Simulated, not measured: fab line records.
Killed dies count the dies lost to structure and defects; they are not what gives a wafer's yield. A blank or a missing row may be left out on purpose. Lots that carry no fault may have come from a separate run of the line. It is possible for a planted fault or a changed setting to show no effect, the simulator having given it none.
Split-lot trial | flow gf180mcu | on a route of 602 steps: 5 lots, 23 wafers read

THE SPLIT
At GF_V2_CVD_00 (deposits SiO2, target thk 600 nm, time 100 s), the setting sih4FlowSccm was moved away from the recipe's 60 sccm on 7 of the 23 wafers read, by -9.9% to +12.4%. All remaining wafers had this setting at the recipe value.

No step appears in the file between the split and the reading.

THE READING
V2_CVD_00_THK in nanometres, read at GF_V2_THK_MEAS_01. A value of 599 nm with a standard deviation of 6.3 nm is what fault-free wafers of this fab line usually give.

wafer  | tool, chamber at the split | sih4FlowSccm as run, sccm | against the recipe | V2_CVD_00_THK, nm | against lot-mates on the recipe
L076.2 | hdpcvd-01, 0               | 60                        | recipe             | 600               | -
L076.3 | hdpcvd-01, 2               | 67.45                     | +12.4%             | 665               | +64
L076.4 | hdpcvd-01, 2               | 67.45                     | +12.4%             | 664               | +63
L076.5 | hdpcvd-01, 1               | 60                        | recipe             | 602               | -
L076.6 | hdpcvd-01, 0               | 67.45                     | +12.4%             | 677               | +76
L077.1 | hdpcvd-02, 0               | 60                        | recipe             | 600               | -
L077.2 | hdpcvd-02, 2               | 60                        | recipe             | 593               | -
L077.6 | hdpcvd-02, 1               | 60                        | recipe             | 602               | -
L080.1 | hdpcvd-01, 0               | 60                        | recipe             | 600               | -
L080.2 | hdpcvd-01, 1               | 60                        | recipe             | 603               | -
L080.3 | hdpcvd-01, 1               | 62.49                     | +4.2%              | 629               | +26
L080.5 | hdpcvd-01, 1               | 62.49                     | +4.2%              | 628               | +25
L080.6 | hdpcvd-01, 0               | 60                        | recipe             | 606               | -
L082.1 | hdpcvd-01, 1               | 60                        | recipe             | 598               | -
L082.2 | hdpcvd-01, 0               | 54.06                     | -9.9%              | 539               | -56
L082.3 | hdpcvd-01, 2               | 60                        | recipe             | 592               | -
L082.5 | hdpcvd-01, 2               | 54.06                     | -9.9%              | 531               | -64
L082.6 | hdpcvd-01, 0               | 60                        | recipe             | 596               | -
L084.1 | hdpcvd-01, 2               | 60                        | recipe             | 601               | -
L084.2 | hdpcvd-01, 0               | 60                        | recipe             | 613               | -
L084.3 | hdpcvd-01, 1               | 60                        | recipe             | 599               | -
L084.5 | hdpcvd-01, 1               | 60                        | recipe             | 605               | -
L084.6 | hdpcvd-01, 2               | 60                        | recipe             | 598               | -

FIT RESULTS
A straight line over all 23 wafers: V2_CVD_00_THK changes by +5.91 nm for each +1% of sih4FlowSccm; r = +0.99; the points scatter about the line by 5.8 nm.
The same after taking each lot's own level away (the mean of its wafers on the recipe; 23 wafers): +5.69 nm for each +1%; r = +0.99; scatter 4.5 nm.
The reading moves by 71 nm for the largest change in sih4FlowSccm, on that fit.
The lots' own levels span 595.3 to 603.2 nm, that is 1.2 times the standard deviation above.
Hence the lot-to-lot level has little effect on the slope; both slopes agree.
Check: with one of the wafers moved furthest among these (+12.4%) left out of the fit, the line predicts +71.9 nm for it against its lot-mates. Against them it came out at +64 nm.

ADDITIONAL SPLITS CARRIED BY THESE WAFERS
Other splits were also applied to these wafers ahead of the reading. Each is held against what the fit with the lots' levels taken away leaves over:
other split on the same wafers     | wafers away from the commonest value | r with V2_CVD_00_THK (lot level and that fit taken away)
GF_M1_SPUTTER_04 chamberPressurePa | 18                                   | +0.17
GF_M1_STRIP_17 powerW              | 8                                    | +0.00
GF_V1_SPUTTER_22 timeS             | 9                                    | -0.07
GF_M2_SPUTTER_01 powerW            | 7                                    | -0.11
GF_M2_PEB_12 pebTempC              | 10                                   | +0.30

THE WHOLE CHAIN: every reading that the file lists as answering this split, in the file's order
step              | what it does                                 | reading                                                                  | change (the file's fit)              | r (the file's)
GF_V2_CVD_00      | deposits SiO2, target thk 600 nm, time 100 s | SiO2_of_V2_CVD_00.thkNm (the simulator's own value, which no gauge read) | +5.71 nm for each +1% of the setting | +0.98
GF_V2_THK_MEAS_01 |                                              | V2_CVD_00_THK                                                            | +5.71 for each +1% of the setting    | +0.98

FILE'S OWN FIT
V2_CVD_00_THK changes by +5.71 nm for each +1% of sih4FlowSccm, r = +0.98.
